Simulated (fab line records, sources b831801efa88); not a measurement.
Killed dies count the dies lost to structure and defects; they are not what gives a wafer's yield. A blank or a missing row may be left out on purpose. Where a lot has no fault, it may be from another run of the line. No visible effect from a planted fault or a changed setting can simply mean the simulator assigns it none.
fab line records	flow sky130
[record] lots = 13	wafers = 39	last-day = 50
route steps=708 shown NWELL@80 CAPM@538 METAL5@662 PAD_OPEN@708
lots that met no fault: taken from a fault-free run of the same line
start-h: the number of hours between the record's first day and the start of the first shown wafer of the lot	wait-h: hours since the lot's step before	" identical to the entry in the row above	L1.1+2: one row covering several wafers at once	- no value, or no start given	* or withheld: withheld	< > ~ a bound
route shown NAME@n: names a module that has steps shown in the file, with the first one's number in the route	usual: average and standard deviation across the fault-free wafers	same: alike in all rows	chamber/n: place in a boat	sites: each site's reading	_std_site: the values' standard deviation	_edge_site: outer sites' mean less inner sites'	radius-mm: for every site, how far away it sits from the centre of the wafer	mask NAME#n: copy n	behind: the tool/chamber that last shaped the wafer	hold: why the lot was held/for how many hours/how that ended	device: transistor that didn't switch, given as n, p or np	end of line: tests run on the same wafers once the route is complete	a step with no rows: only its recipe	killed: dies that structure and defects cost at the first sort, which is not the same as the wafer's yield	map: shows each die of a wafer: x if killed, . if not, _ if none is there
set.NAME: the setting the step ran with; set.NAME@STEP: the setting that earlier step ran with	model.NAME: the simulator's own value behind a step, which no gauge read
a sample of lots followed through the steps of the route, with each step as a table and each wafer as a row
services: from which hour (start-h, from the record's first day; less than 0 if before it) a tool's chamber was out of use, for how many hours, and why
[[steps]]
[step SKY_NWELL_CLEAN_27]
[recipe] chemistry = SC1/SC2	mix = 1:4:20	temp-c = 70	time-s = 150	dry = n2-spin
[usual] bath-guard-temp-C = 69.9/0.39
lot.wafer	tool	chamber	start-h	wait-h	bath-guard-temp-C
L248.1	wet-bench-03	0	110.37	0.1	70.4
L248.2	"	0	"	"	69.9
L248.6	"	0	"	"	70.3
L249.1	wet-bench-02	2	112.25	0.1	69.7
L249.2	"	2	"	"	69.7
L249.6	"	2	"	"	69.9
L250.1	wet-bench-03	1	114.87	0.1	69.7
L250.3	"	1	"	"	69.5
L250.5	"	1	"	"	69.7
L251.2	wet-bench-03	2	119.97	0.0	70.1
L251.4	"	2	"	"	70.1
L251.5	"	2	"	"	70.1
L252.1	wet-bench-01	2	125.36	0.1	69.5
L252.3	"	2	"	"	69.8
L252.5	"	2	"	"	69.8
L253.1	wet-bench-03	0	134.42	0.1	70.2
L253.2	"	0	"	"	70.3
L253.3	"	0	"	"	70.2
L255.2	wet-bench-02	3	145.30	0.0	69.4
L255.4	"	3	"	"	69.6
L255.5	"	3	"	"	69.5
L261.1	wet-bench-01	2	180.96	0.1	69.7
L261.5	"	2	"	"	69.5
L261.6	"	2	"	"	69.8
L264.4	wet-bench-03	0	204.33	0.1	70.4
L264.5	"	0	"	"	69.9
L264.6	"	0	"	"	70.4
L265.2	wet-bench-03	2	205.65	0.0	70.0
L265.3	"	2	"	"	69.9
L265.6	"	2	"	"	70.3
L266.1	wet-bench-02	2	214.97	0.1	69.8
L266.2	"	2	"	"	69.7
L266.6	"	2	"	"	69.4
L269.1	wet-bench-03	1	226.56	0.1	69.8
L269.5	"	1	"	"	69.7
L269.6	"	1	"	"	70.2
L270.2	wet-bench-03	0	232.22	0.0	70.2
L270.4	"	0	"	"	69.9
L270.6	"	0	"	"	70.1
[step SKY_CAPM_THK_MEAS_01]
[recipe] reads = SiO2_of_CAPM_CVD_00
[usual] CAPM_CVD_00_THK = 15.46/0.23
lot.wafer	tool	chamber	start-h	wait-h	CAPM_CVD_00_THK[nm]
L248.1	film-metro-04	-	852.13	-	15.22
L248.2	"	-	"	"	15.19
L248.6	"	-	"	"	15.79
L249.1	film-metro-02	-	855.96	-	15.33
L249.2	"	-	"	"	15.42
L249.6	"	-	"	"	15.50
L250.1	film-metro-04	-	859.27	-	15.22
L250.3	"	-	"	"	15.55
L250.5	"	-	"	"	15.62
L252.1	film-metro-02	-	861.26	-	15.33
L252.3	"	-	"	"	15.72
L252.5	"	-	"	"	15.10
L251.2	film-metro-02	-	872.92	-	15.49
L251.4	"	-	"	"	15.37
L251.5	"	-	"	"	15.38
L253.1	film-metro-04	-	876.38	-	15.55
L253.2	"	-	"	"	15.20
L253.3	"	-	"	"	15.29
L255.2	film-metro-02	-	904.87	-	15.23
L255.4	"	-	"	"	15.73
L255.5	"	-	"	"	15.59
L261.1	film-metro-02	-	938.18	-	14.84
L261.5	"	-	"	"	15.64
L261.6	"	-	"	"	15.36
L264.4	film-metro-04	-	962.41	-	15.74
L264.5	"	-	"	"	15.52
L264.6	"	-	"	"	15.71
L265.2	film-metro-04	-	973.09	-	15.56
L265.3	"	-	"	"	15.81
L265.6	"	-	"	"	15.38
L266.1	film-metro-04	-	973.66	-	15.39
L266.2	"	-	"	"	15.31
L266.6	"	-	"	"	15.51
L269.1	film-metro-04	-	994.26	-	15.06
L269.5	"	-	"	"	15.51
L269.6	"	-	"	"	15.68
L270.2	film-metro-04	-	1000.67	-	15.57
L270.4	"	-	"	"	15.20
L270.6	"	-	"	"	15.19
[step SKY_CAPM_RS_MEAS_03]
[recipe] thk-meas-gauge = four-point-probe	reads = TiN_of_CAPM_SPUTTER_02
[usual] CAPM_TIN_RS = 6.89/0.085
lot.wafer	tool	chamber	start-h	wait-h	CAPM_TIN_RS[ohm/sq]
L248.1	film-metro-02	-	852.29	0.1	6.93
L248.2	"	-	"	"	6.93
L248.6	"	-	"	"	6.89
L249.1	film-metro-01	-	856.13	0.1	6.85
L249.2	"	-	"	"	6.76
L249.6	"	-	"	"	6.82
L250.1	film-metro-02	-	859.44	0.1	6.88
L250.3	"	-	"	"	6.79
L250.5	"	-	"	"	6.91
L252.1	film-metro-02	-	861.43	0.1	6.91
L252.3	"	-	"	"	6.92
L252.5	"	-	"	"	6.87
L251.2	film-metro-04	-	873.10	0.1	6.94
L251.4	"	-	"	"	7.04
L251.5	"	-	"	"	6.92
L253.1	film-metro-04	-	876.66	0.1	6.82
L253.2	"	-	"	"	6.84
L253.3	"	-	"	"	6.78
L255.2	film-metro-04	-	905.05	0.1	6.82
L255.4	"	-	"	"	6.95
L255.5	"	-	"	"	6.94
L261.1	film-metro-04	-	938.35	0.1	6.89
L261.5	"	-	"	"	6.88
L261.6	"	-	"	"	6.96
L264.4	film-metro-01	-	962.61	0.1	6.80
L264.5	"	-	"	"	6.88
L264.6	"	-	"	"	6.79
L265.2	film-metro-02	-	973.27	0.1	6.92
L265.3	"	-	"	"	6.85
L265.6	"	-	"	"	7.00
L266.1	film-metro-04	-	973.83	0.1	7.00
L266.2	"	-	"	"	6.86
L266.6	"	-	"	"	6.98
L269.1	film-metro-04	-	994.43	0.1	6.78
L269.5	"	-	"	"	6.83
L269.6	"	-	"	"	6.88
L270.2	film-metro-02	-	1000.85	0.1	6.85
L270.4	"	-	"	"	6.68
L270.6	"	-	"	"	6.72
[step SKY_METAL5_SPUTTER_01]
[recipe] material = TiN	target-thk-nm = 20	power-w = 6500	time-s = 16.7	chamber-pressure-pa = 0.4
[usual] chamber-pressure-pa = 0.4000/0.00081	throttle-valve-pct = 30.3/1.2
lot.wafer	tool	chamber	start-h	wait-h	chamber-pressure-pa	throttle-valve-pct
L248.1	pvd-sputter-04	-	1007.53	0.0	0.4013	29.2
L248.2	"	-	"	"	0.3991	31.0
L248.6	"	-	"	"	0.3990	29.3
L249.1	pvd-sputter-02	-	1009.47	0.0	0.3992	29.3
L249.2	"	-	"	"	0.3990	32.3
L249.6	"	-	"	"	0.3982	32.1
L250.1	pvd-sputter-04	-	1013.53	0.0	0.3998	29.1
L250.3	"	-	"	"	0.3999	30.6
L250.5	"	-	"	"	0.3990	30.9
L252.1	pvd-sputter-04	-	1015.24	0.0	0.4006	29.6
L252.3	"	-	"	"	0.4007	28.8
L252.5	"	-	"	"	0.4002	28.9
L251.2	pvd-sputter-01	-	1025.73	0.0	0.4009	29.4
L251.4	"	-	"	"	0.4008	32.7
L251.5	"	-	"	"	0.3999	32.6
L253.1	pvd-sputter-04	-	1029.33	0.0	0.3999	28.9
L253.2	"	-	"	"	0.4011	31.3
L253.3	"	-	"	"	0.4002	30.6
L255.2	pvd-sputter-02	-	1054.16	0.0	0.4023	30.2
L255.4	"	-	"	"	0.4006	29.4
L255.5	"	-	"	"	0.3995	29.5
L261.1	pvd-sputter-01	-	1083.94	0.0	0.4006	29.4
L261.5	"	-	"	"	0.3990	30.0
L261.6	"	-	"	"	0.4000	29.6
L265.2	pvd-sputter-02	-	1113.25	0.0	0.3988	32.1
L265.3	"	-	"	"	0.3994	29.4
L265.6	"	-	"	"	0.4000	29.6
L264.4	pvd-sputter-04	-	1114.73	0.0	0.4001	29.0
L264.5	"	-	"	"	0.3993	31.0
L264.6	"	-	"	"	0.4009	30.8
L266.1	pvd-sputter-01	-	1114.75	0.0	0.4002	32.3
L266.2	"	-	"	"	0.4003	32.8
L266.6	"	-	"	"	0.4012	29.6
L269.1	pvd-sputter-04	-	1129.84	0.0	0.3988	30.9
L269.5	"	-	"	"	0.4001	29.0
L269.6	"	-	"	"	0.4003	30.9
L270.2	pvd-sputter-04	-	1135.58	0.0	0.4003	30.7
L270.4	"	-	"	"	0.4006	29.1
L270.6	"	-	"	"	0.4013	29.0
[step SKY_PAD_OPEN_PROBE_99]
[usual] killed_at_M0_to_M3 = 43/7.1	killed_at_M4_up = 3.0/1.9	killed-at-contacts = 24/5	killed-at-front-end = 15/4.3	killed-at-other = 0.3/0.5	killed-dies = 85/9.6	killed-open = 46/7.1	killed-short = 39/6.8
[same] gross-dies = 492	killed-at-back-side = 0
lot.wafer	tool	chamber	start-h	wait-h	hold	killed_at_M0_to_M3	killed_at_M4_up	killed-at-contacts	killed-at-front-end	killed-at-other	killed-dies	killed-open	killed-short
L248.1	prober-02	-	1076.81	0.1	-	63	5	27	12	1	108	57	51
L248.2	prober-02	-	1076.86	0.1	-	41	3	24	14	0	82	44	38
L248.6	prober-02	-	1077.06	0.2	-	42	3	31	13	0	89	56	33
L249.1	prober-01	-	1077.92	0.1	-	47	1	25	19	0	92	53	39
L249.2	prober-01	-	1077.97	0.1	-	36	2	33	19	0	90	50	40
L249.6	prober-01	-	1078.17	0.2	-	42	1	24	14	0	81	48	33
L250.1	prober-02	-	1083.98	0.1	-	50	1	19	13	0	83	48	35
L250.3	prober-02	-	1084.08	0.2	-	44	0	29	17	0	90	50	40
L250.5	prober-02	-	1084.18	0.2	-	49	1	22	15	0	87	58	29
L252.1	prober-01	-	1084.30	0.1	-	43	1	17	16	0	77	40	37
L252.3	prober-01	-	1084.40	0.2	-	50	2	20	22	0	94	51	43
L252.5	prober-01	-	1084.50	0.2	-	41	0	17	16	0	74	42	32
L251.2	prober-02	-	1094.72	0.1	-	49	3	30	11	0	93	52	41
L251.4	prober-02	-	1094.82	0.2	-	38	1	27	11	1	78	38	40
L251.5	prober-02	-	1094.87	0.2	-	35	2	24	10	0	71	44	27
L253.1	prober-01	-	1096.28	0.1	-	30	1	21	18	0	70	37	33
L253.2	prober-01	-	1096.33	0.1	-	36	7	23	16	0	82	30	52
L253.3	prober-01	-	1096.38	0.2	-	50	6	23	20	0	99	43	56
L255.2	prober-01	-	1119.37	0.1	-	44	3	28	25	0	100	63	37
L255.4	prober-01	-	1119.47	0.2	-	45	5	26	11	0	87	38	49
L255.5	prober-01	-	1119.52	0.2	-	51	2	21	22	0	96	50	46
L261.1	prober-01	-	1144.98	0.1	await-dispo/3.6h/release	35	2	25	62	0	124	40	39
L261.5	prober-01	-	1145.18	0.2	await-dispo/3.6h/release	45	3	24	51	0	123	46	39
L261.6	prober-01	-	1145.23	0.2	await-dispo/3.6h/release	56	2	30	50	2	140	55	47
L265.2	prober-01	-	1170.95	0.1	-	46	4	21	11	0	82	48	34
L265.3	prober-01	-	1171.00	0.2	-	27	4	23	12	0	66	32	34
L265.6	prober-01	-	1171.15	0.2	-	38	3	25	11	0	77	43	34
L266.1	prober-02	-	1172.10	0.1	-	50	3	21	24	0	98	53	45
L266.2	prober-02	-	1172.15	0.1	-	36	5	23	19	0	83	44	39
L266.6	prober-02	-	1172.35	0.2	-	34	4	21	14	0	73	55	18
L264.4	prober-01	-	1172.64	0.2	-	40	1	21	11	0	73	48	25
L264.5	prober-01	-	1172.69	0.2	-	43	4	27	12	0	86	48	38
L264.6	prober-01	-	1172.74	0.2	-	31	3	27	15	0	76	36	40
L269.1	prober-02	-	1185.48	0.1	-	32	6	29	19	1	87	40	47
L269.5	prober-02	-	1185.68	0.2	-	39	7	27	10	0	83	42	41
L269.6	prober-02	-	1185.73	0.2	-	41	2	25	11	0	79	41	38
L270.2	prober-01	-	1189.54	0.1	-	52	0	24	8	0	84	46	38
L270.4	prober-01	-	1189.64	0.2	-	36	4	31	20	0	91	49	42
L270.6	prober-01	-	1189.74	0.2	-	38	3	29	10	0	80	49	31
// killed by level:class
L248.1 VIA1:geometric-particle:open=18 CONTACT:geometric-particle:open=10 VIA3:geometric-particle:open=9 CONTACT:geometric-particle:short=8 VIA1:geometric-particle:short=8 LI_CONTACT:geometric-particle:open=7 METAL1:geometric-particle:short=7 VIA2:geometric-particle:open=7
L248.2 VIA3:geometric-particle:open=9 METAL2:geometric-particle:short=8 LI_CONTACT:geometric-particle:open=8 VIA1:geometric-particle:open=7 CONTACT:geometric-particle:open=6 CONTACT:geometric-particle:short=6 POLY_GATE:geometric-particle:short=5 VIA2:geometric-particle:open=4
L248.6 CONTACT:geometric-particle:open=15 VIA1:geometric-particle:open=10 LI_CONTACT:geometric-particle:open=6 METAL2:geometric-particle:short=6 VIA3:geometric-particle:open=6 FIELD_ISO:geometric-particle:open=5 CONTACT:geometric-particle:short=5 POLY_GATE:geometric-particle:open=4
L249.1 CONTACT:geometric-particle:open=12 VIA1:geometric-particle:open=10 VIA3:geometric-particle:open=8 LI_CONTACT:geometric-particle:open=7 METAL2:geometric-particle:short=7 FIELD_ISO:geometric-particle:open=6 VIA2:geometric-particle:open=6 POLY_GATE:geometric-particle:short=5
L249.2 LI_CONTACT:geometric-particle:open=12 CONTACT:geometric-particle:open=8 VIA3:geometric-particle:open=8 VIA1:geometric-particle:short=7 VIA1:geometric-particle:open=6 FIELD_ISO:geometric-particle:open=5 POLY_GATE:geometric-particle:short=5 CONTACT:geometric-particle:short=5
L249.6 VIA1:geometric-particle:open=14 CONTACT:geometric-particle:open=10 CONTACT:geometric-particle:short=6 VIA3:geometric-particle:open=5 POLY_GATE:geometric-particle:short=4 METAL1:geometric-particle:short=4 VIA1:geometric-particle:short=4 VIA2:geometric-particle:open=4
L250.1 VIA1:geometric-particle:open=15 VIA3:geometric-particle:open=9 CONTACT:geometric-particle:short=7 VIA1:geometric-particle:short=7 CONTACT:geometric-particle:open=5 LI_CONTACT:geometric-particle:open=4 METAL3:geometric-particle:short=4 FIELD_ISO:geometric-particle:open=3
L250.3 CONTACT:geometric-particle:open=8 VIA1:geometric-particle:open=8 CONTACT:geometric-particle:short=7 VIA1:geometric-particle:short=7 FIELD_ISO:geometric-particle:open=6 LI_CONTACT:geometric-particle:open=6 LOCAL_INTERCONNECT:geometric-particle:short=6 METAL1:geometric-particle:short=6
L250.5 VIA1:geometric-particle:open=14 CONTACT:geometric-particle:open=10 VIA1:geometric-particle:short=10 LI_CONTACT:geometric-particle:open=8 VIA3:geometric-particle:open=7 VIA2:geometric-particle:open=6 POLY_GATE:geometric-particle:short=4 METAL2:geometric-particle:short=4
L252.1 VIA1:geometric-particle:open=9 LI_CONTACT:geometric-particle:open=7 VIA2:geometric-particle:open=7 METAL2:geometric-particle:short=6 VIA2:geometric-particle:short=5 VIA3:geometric-particle:open=5 FIELD_ISO:geometric-particle:short=4 LOCAL_INTERCONNECT:geometric-particle:short=4
L252.3 VIA1:geometric-particle:open=16 FIELD_ISO:geometric-particle:short=8 VIA1:geometric-particle:short=8 LI_CONTACT:geometric-particle:open=8 VIA2:geometric-particle:open=6 FIELD_ISO:geometric-particle:open=5 CONTACT:geometric-particle:open=5 VIA3:geometric-particle:open=5
L252.5 VIA1:geometric-particle:open=13 LI_CONTACT:geometric-particle:open=9 FIELD_ISO:geometric-particle:short=6 METAL2:geometric-particle:short=6 VIA3:geometric-particle:open=6 METAL1:geometric-particle:short=5 CONTACT:geometric-particle:open=4 METAL3:geometric-particle:short=3
L251.2 VIA1:geometric-particle:open=13 LI_CONTACT:geometric-particle:open=12 VIA2:geometric-particle:open=9 CONTACT:geometric-particle:open=7 VIA1:geometric-particle:short=7 LOCAL_INTERCONNECT:geometric-particle:short=6 FIELD_ISO:geometric-particle:short=5 METAL1:geometric-particle:short=4
L251.4 VIA1:geometric-particle:open=10 LI_CONTACT:geometric-particle:open=7 CONTACT:geometric-particle:open=7 LI_CONTACT:geometric-particle:short=5 VIA3:geometric-particle:short=5 METAL1:geometric-particle:short=4 LOCAL_INTERCONNECT:geometric-particle:short=4 VIA2:geometric-particle:open=4
L251.5 CONTACT:geometric-particle:open=11 VIA1:geometric-particle:open=8 VIA3:geometric-particle:open=4 LI_CONTACT:geometric-particle:open=4 LOCAL_INTERCONNECT:geometric-particle:short=4 METAL1:geometric-particle:short=4 VIA2:geometric-particle:open=4 METAL3:geometric-particle:short=4
L253.1 VIA1:geometric-particle:open=9 LI_CONTACT:geometric-particle:open=6 LOCAL_INTERCONNECT:geometric-particle:short=6 VIA3:geometric-particle:short=6 FIELD_ISO:geometric-particle:open=4 POLY_GATE:geometric-particle:short=4 CONTACT:geometric-particle:open=4 POLY_GATE:geometric-particle:open=3
L253.2 VIA1:geometric-particle:short=8 LOCAL_INTERCONNECT:geometric-particle:short=7 CONTACT:geometric-particle:short=7 FIELD_ISO:geometric-particle:open=6 LI_CONTACT:geometric-particle:open=6 VIA1:geometric-particle:open=6 METAL4:geometric-particle:short=6 POLY_GATE:geometric-particle:short=5
L253.3 METAL2:geometric-particle:short=9 VIA2:geometric-particle:open=9 FIELD_ISO:geometric-particle:open=7 LI_CONTACT:geometric-particle:short=7 METAL1:geometric-particle:short=6 FIELD_ISO:geometric-particle:short=5 LI_CONTACT:geometric-particle:open=5 VIA3:geometric-particle:open=5
L255.2 CONTACT:geometric-particle:open=13 VIA2:geometric-particle:open=9 VIA1:geometric-particle:open=9 POLY_GATE:geometric-particle:open=8 FIELD_ISO:geometric-particle:open=6 LI_CONTACT:geometric-particle:open=6 METAL2:geometric-particle:short=6 POLY_GATE:geometric-particle:short=5
L255.4 CONTACT:geometric-particle:open=9 METAL1:geometric-particle:short=8 VIA3:geometric-particle:open=8 VIA1:geometric-particle:open=7 LOCAL_INTERCONNECT:geometric-particle:short=6 VIA2:geometric-particle:open=5 FIELD_ISO:geometric-particle:short=4 POLY_GATE:geometric-particle:short=4
L255.5 LI_CONTACT:geometric-particle:open=10 VIA1:geometric-particle:open=9 VIA2:geometric-particle:open=9 METAL1:geometric-particle:short=8 FIELD_ISO:geometric-particle:open=6 METAL2:geometric-particle:short=6 LOCAL_INTERCONNECT:geometric-particle:short=6 FIELD_ISO:geometric-particle:short=5
L261.1 NWELL:unspecified=45 VIA3:geometric-particle:open=8 CONTACT:geometric-particle:short=7 CONTACT:geometric-particle:open=7 METAL2:geometric-particle:short=6 LI_CONTACT:geometric-particle:open=6 METAL1:geometric-particle:short=6 FIELD_ISO:geometric-particle:short=5
L261.5 NWELL:unspecified=38 METAL1:geometric-particle:short=11 LI_CONTACT:geometric-particle:open=9 CONTACT:geometric-particle:open=9 VIA1:geometric-particle:open=6 VIA3:geometric-particle:open=6 METAL2:geometric-particle:short=5 VIA3:geometric-particle:short=5
L261.6 NWELL:unspecified=38 VIA1:geometric-particle:open=19 CONTACT:geometric-particle:short=10 METAL1:geometric-particle:short=9 LI_CONTACT:geometric-particle:open=7 CONTACT:geometric-particle:open=7 VIA3:geometric-particle:open=6 VIA2:geometric-particle:open=5
L265.2 VIA1:geometric-particle:open=10 VIA3:geometric-particle:open=10 CONTACT:geometric-particle:open=9 METAL1:geometric-particle:short=9 VIA2:geometric-particle:open=6 LI_CONTACT:geometric-particle:open=4 CONTACT:geometric-particle:short=4 METAL2:geometric-particle:short=4
L265.3 LI_CONTACT:geometric-particle:open=7 CONTACT:geometric-particle:open=7 CONTACT:geometric-particle:short=5 VIA1:geometric-particle:short=5 VIA1:geometric-particle:open=5 FIELD_ISO:geometric-particle:short=4 METAL1:geometric-particle:short=4 VIA3:geometric-particle:open=4
L265.6 VIA1:geometric-particle:open=13 CONTACT:geometric-particle:open=9 VIA3:geometric-particle:open=7 LI_CONTACT:geometric-particle:open=6 METAL1:geometric-particle:short=6 CONTACT:geometric-particle:short=5 POLY_GATE:geometric-particle:open=4 POLY_GATE:geometric-particle:short=4
L266.1 VIA1:geometric-particle:open=10 FIELD_ISO:geometric-particle:open=8 VIA3:geometric-particle:open=7 CONTACT:geometric-particle:open=7 METAL1:geometric-particle:short=7 VIA1:geometric-particle:short=7 VIA2:geometric-particle:open=6 POLY_GATE:geometric-particle:open=5
L266.2 VIA2:geometric-particle:open=7 FIELD_ISO:geometric-particle:open=6 CONTACT:geometric-particle:open=6 LI_CONTACT:geometric-particle:short=5 CONTACT:geometric-particle:short=5 LOCAL_INTERCONNECT:geometric-particle:short=5 POLY_GATE:geometric-particle:open=4 METAL2:geometric-particle:open=4
L266.6 CONTACT:geometric-particle:open=11 VIA3:geometric-particle:open=8 VIA1:geometric-particle:open=8 VIA2:geometric-particle:open=8 LI_CONTACT:geometric-particle:open=6 FIELD_ISO:geometric-particle:open=5 POLY_GATE:geometric-particle:short=5 POLY_GATE:geometric-particle:open=2
L264.4 VIA1:geometric-particle:open=10 CONTACT:geometric-particle:open=7 VIA3:geometric-particle:open=7 FIELD_ISO:geometric-particle:open=6 LI_CONTACT:geometric-particle:open=5 LOCAL_INTERCONNECT:geometric-particle:short=4 CONTACT:geometric-particle:short=4 METAL1:geometric-particle:open=4
L264.5 VIA2:geometric-particle:open=11 LI_CONTACT:geometric-particle:open=8 VIA1:geometric-particle:open=8 CONTACT:geometric-particle:open=7 METAL2:geometric-particle:short=6 CONTACT:geometric-particle:short=5 FIELD_ISO:geometric-particle:open=4 POLY_GATE:geometric-particle:short=4
L264.6 CONTACT:geometric-particle:open=11 METAL2:geometric-particle:short=6 LOCAL_INTERCONNECT:geometric-particle:short=5 VIA1:geometric-particle:open=5 FIELD_ISO:geometric-particle:open=4 LI_CONTACT:geometric-particle:open=4 CONTACT:geometric-particle:short=4 METAL1:geometric-particle:short=4
L269.1 FIELD_ISO:geometric-particle:short=9 CONTACT:geometric-particle:short=9 CONTACT:geometric-particle:open=7 VIA3:geometric-particle:open=6 VIA1:geometric-particle:open=6 LI_CONTACT:geometric-particle:open=5 LOCAL_INTERCONNECT:geometric-particle:short=5 VIA3:geometric-particle:short=5
L269.5 CONTACT:geometric-particle:short=11 CONTACT:geometric-particle:open=9 VIA1:geometric-particle:open=9 FIELD_ISO:geometric-particle:open=5 VIA1:geometric-particle:short=5 VIA3:geometric-particle:open=5 LI_CONTACT:geometric-particle:open=4 METAL1:geometric-particle:short=4
L269.6 CONTACT:geometric-particle:open=9 METAL1:geometric-particle:short=8 VIA2:geometric-particle:open=7 CONTACT:geometric-particle:short=6 LI_CONTACT:geometric-particle:open=5 METAL3:geometric-particle:short=4 LOCAL_INTERCONNECT:geometric-particle:short=4 VIA1:geometric-particle:open=4
L270.2 VIA1:geometric-particle:open=17 CONTACT:geometric-particle:open=11 VIA1:geometric-particle:short=9 METAL1:geometric-particle:short=8 VIA2:geometric-particle:open=6 METAL2:geometric-particle:short=4 CONTACT:geometric-particle:short=3 VIA3:geometric-particle:open=3
L270.4 VIA1:geometric-particle:open=10 CONTACT:geometric-particle:short=9 LI_CONTACT:geometric-particle:open=8 CONTACT:geometric-particle:open=8 VIA3:geometric-particle:open=6 POLY_GATE:geometric-particle:short=6 POLY_GATE:geometric-particle:open=5 LOCAL_INTERCONNECT:geometric-particle:short=5
L270.6 VIA1:geometric-particle:open=14 CONTACT:geometric-particle:open=10 LI_CONTACT:geometric-particle:open=8 LOCAL_INTERCONNECT:geometric-particle:short=6 POLY_GATE:geometric-particle:short=5 METAL2:geometric-particle:short=5 VIA2:geometric-particle:open=5 METAL2:geometric-particle:open=4
[[services]]
tool	chamber	start-h	hours	kind
pvd-sputter-01	-	94.74	0.5	repair
pvd-sputter-02	-	123.37	1.2	repair
wet-bench-02	-	128.37	1.9	pm
pvd-sputter-02	-	141.27	4.2	repair
pvd-sputter-02	-	177.07	3.9	repair
pvd-sputter-01	-	195.87	4.5	repair
wet-bench-02	-	202.13	5.9	repair
pvd-sputter-04	-	217.68	1.7	repair
wet-bench-02	-	233.92	11.9	repair
pvd-sputter-04	-	282.55	10.9	repair
wet-bench-02	-	286.90	1.8	repair
pvd-sputter-02	-	307.84	1.9	repair
pvd-sputter-04	-	456.96	1.9	repair
pvd-sputter-01	-	488.25	1.9	repair
pvd-sputter-01	-	518.46	4.8	repair
pvd-sputter-04	-	565.12	3.5	repair
wet-bench-03	-	644.82	2.9	repair
pvd-sputter-04	-	743.47	5.6	repair
pvd-sputter-01	-	747.98	4.6	repair
pvd-sputter-04	-	892.50	49.8	repair
pvd-sputter-04	-	897.15	8.2	repair
pvd-sputter-04	-	920.92	6.0	repair
pvd-sputter-04	-	1083.81	2.2	repair
wet-bench-03	-	1102.64	4.4	pm
[[key]]
[first-sign] step = SKY_PAD_OPEN_PROBE_99	reading = killed-at-front-end	direction = up	sigmas = 9.1	usual = 15	struck = 54
[effect] step = SKY_PAD_OPEN_PROBE_99	reading = killed-dies	direction = up	sigmas = 4.5	usual = 85	struck = 129
met-at SKY_NWELL_CLEAN_27
struck-lots L261
tester-left-out L261
not-acting-at SKY_CAPM_THK_MEAS_01,SKY_CAPM_RS_MEAS_03,SKY_METAL5_SPUTTER_01
onset-between 125.36 180.96
[fault] kind = chamber-particle-source	tool = wet-bench-01	chamber = -	onset-h = 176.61	steps = SKY_NWELL_CLEAN_27	rate-per-visit-cm2 = 0.42185	end-h = 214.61
// tester-left-out: of these lots the tester's yield and bins aren't shown, on N5 and GAA mostly nor the transistor test; their killed dies are dies lost to structure and defects alone, not to doping, threshold or leakage, so they don't give the yield
